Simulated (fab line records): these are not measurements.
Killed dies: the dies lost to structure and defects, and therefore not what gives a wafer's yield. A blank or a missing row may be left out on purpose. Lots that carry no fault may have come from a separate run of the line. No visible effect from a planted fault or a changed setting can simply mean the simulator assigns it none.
The tool behind it: which one? / flow gf180mcu / 14 lots with 42 wafers sampled at 2 steps, on a route of 602 steps

== WHAT EACH GAUGE READ, for each wafer ==
GF_CONTACT_CD_MEAS_14: target cd 220 nm. Usual: cd nm at 220.1 nm, with a standard deviation of 1.6.
lot=L838; measured=day 16 01:11; on=cd sem-02; cd nm (nm)=218.1 217.0 218.1; flag=
lot=L839; measured=day 16 18:05; on=cd sem-01; cd nm (nm)=220.3 220.1 219.9; flag=
lot=L840; measured=day 17 10:17; on=cd sem-01; cd nm (nm)=218.7 220.7 218.8; flag=
lot=L841; measured=day 17 11:17; on=cd sem-01; cd nm (nm)=217.0 217.8 216.0; flag=
lot=L842; measured=day 18 03:31; on=cd sem-02; cd nm (nm)=220.0 221.1 221.0; flag=
lot=L843; measured=day 18 05:11; on=cd sem-02; cd nm (nm)=221.4 220.4 221.0; flag=
lot=L847; measured=day 19 11:49; on=cd sem-01; cd nm (nm)=219.9 219.2 218.2; flag=
lot=L854; measured=day 22 00:36; on=cd sem-01; cd nm (nm)=222.6 221.8 221.5; flag=
lot=L855; measured=day 22 08:09; on=cd sem-01; cd nm (nm)=223.1 223.8 223.4; flag=
lot=L856; measured=day 22 11:11; on=cd sem-01; cd nm (nm)=220.7 221.0 220.9; flag=
lot=L857; measured=day 22 16:57; on=cd sem-02; cd nm (nm)=221.1 221.5 219.4; flag=
lot=L858; measured=day 22 22:51; on=cd sem-01; cd nm (nm)=220.9 220.7 220.0; flag=
lot=L859; measured=day 23 12:11; on=cd sem-02; cd nm (nm)=219.2 218.6 217.7; flag=
lot=L860; measured=day 23 19:09; on=cd sem-01; cd nm (nm)=220.3 221.5 221.0; flag=

== TOOL THAT RAN EACH LOT (tool first, then ch and the chambers of the sampled wafers, then the start) ==
lot=L838; GF_SALICIDE_RTA_06=rtp anneal-02 ch 0, day 15 02:22
lot=L839; GF_SALICIDE_RTA_06=rtp anneal-01 ch 0, day 15 18:31
lot=L840; GF_SALICIDE_RTA_06=rtp anneal-02 ch 0, day 16 10:43
lot=L841; GF_SALICIDE_RTA_06=rtp anneal-02 ch 0, day 16 11:56
lot=L842; GF_SALICIDE_RTA_06=rtp anneal-02 ch 0, day 17 03:13
lot=L843; GF_SALICIDE_RTA_06=rtp anneal-01 ch 0, day 17 04:50
lot=L847; GF_SALICIDE_RTA_06=rtp anneal-01 ch 0, day 18 10:26
lot=L854; GF_SALICIDE_RTA_06=rtp anneal-02 ch 0, day 21 00:33
lot=L855; GF_SALICIDE_RTA_06=rtp anneal-02 ch 0, day 21 07:28
lot=L856; GF_SALICIDE_RTA_06=rtp anneal-01 ch 0, day 21 11:14
lot=L857; GF_SALICIDE_RTA_06=rtp anneal-02 ch 0, day 21 16:52
lot=L858; GF_SALICIDE_RTA_06=rtp anneal-02 ch 0, day 21 23:26
lot=L859; GF_SALICIDE_RTA_06=rtp anneal-01 ch 0, day 22 12:25
lot=L860; GF_SALICIDE_RTA_06=rtp anneal-01 ch 0, day 22 19:19
- GF_SALICIDE_RTA_06: time 30 s.

== WHAT THE TOOLS THEMSELVES READ (means of the sampled wafers that have a number; where no wafer has one, the mark that the record gives instead) ==
GF_SALICIDE_RTA_06. Usual: lamp power pct 5.9 %, standard deviation 0.45; wafer_temp_C_max 533.2, standard deviation 1.1.
lot=L838; tool=rtp anneal-02; lamp power pct (%)=6.4; wafer_temp_C_max=531.8; flag=
lot=L839; tool=rtp anneal-01; lamp power pct (%)=5.5; wafer_temp_C_max=534.7; flag=
lot=L840; tool=rtp anneal-02; lamp power pct (%)=6.4; wafer_temp_C_max=532.4; flag=
lot=L841; tool=rtp anneal-02; lamp power pct (%)=6.4; wafer_temp_C_max=532.2; flag=
lot=L842; tool=rtp anneal-02; lamp power pct (%)=6.4; wafer_temp_C_max=532.0; flag=
lot=L843; tool=rtp anneal-01; lamp power pct (%)=5.5; wafer_temp_C_max=533.3; flag=
lot=L847; tool=rtp anneal-01; lamp power pct (%)=5.5; wafer_temp_C_max=533.9; flag=
lot=L854; tool=rtp anneal-02; lamp power pct (%)=6.4; wafer_temp_C_max=532.2; flag=
lot=L855; tool=rtp anneal-02; lamp power pct (%)=6.4; wafer_temp_C_max=531.9; flag=
lot=L856; tool=rtp anneal-01; lamp power pct (%)=5.5; wafer_temp_C_max=534.0; flag=
lot=L857; tool=rtp anneal-02; lamp power pct (%)=6.4; wafer_temp_C_max=532.6; flag=
lot=L858; tool=rtp anneal-02; lamp power pct (%)=6.4; wafer_temp_C_max=532.8; flag=
lot=L859; tool=rtp anneal-01; lamp power pct (%)=5.5; wafer_temp_C_max=533.9; flag=
lot=L860; tool=rtp anneal-01; lamp power pct (%)=5.5; wafer_temp_C_max=533.5; flag=

== THE ANSWER, worked out from the rows above alone ==
Rule: a lot counts as off when the mean over its wafers that have a number is more than 3 standard deviations away from the usual mean. Also off: a lot with no number at a reading for which 4 or more lots have one. All remaining lots with rows at the step are treated as sound. After the gauges, taken in route order, come the tools' own readings; for these a lot's mean is taken, as printed above. The first step at which some lot is off is used, and at that step the reading that is off furthest; a lot without a number counts as furthest.
Across all readings shown, no lot is off: no conclusion can be drawn from this.

== WHAT WAS PUT IN BY THE SIMULATOR ==
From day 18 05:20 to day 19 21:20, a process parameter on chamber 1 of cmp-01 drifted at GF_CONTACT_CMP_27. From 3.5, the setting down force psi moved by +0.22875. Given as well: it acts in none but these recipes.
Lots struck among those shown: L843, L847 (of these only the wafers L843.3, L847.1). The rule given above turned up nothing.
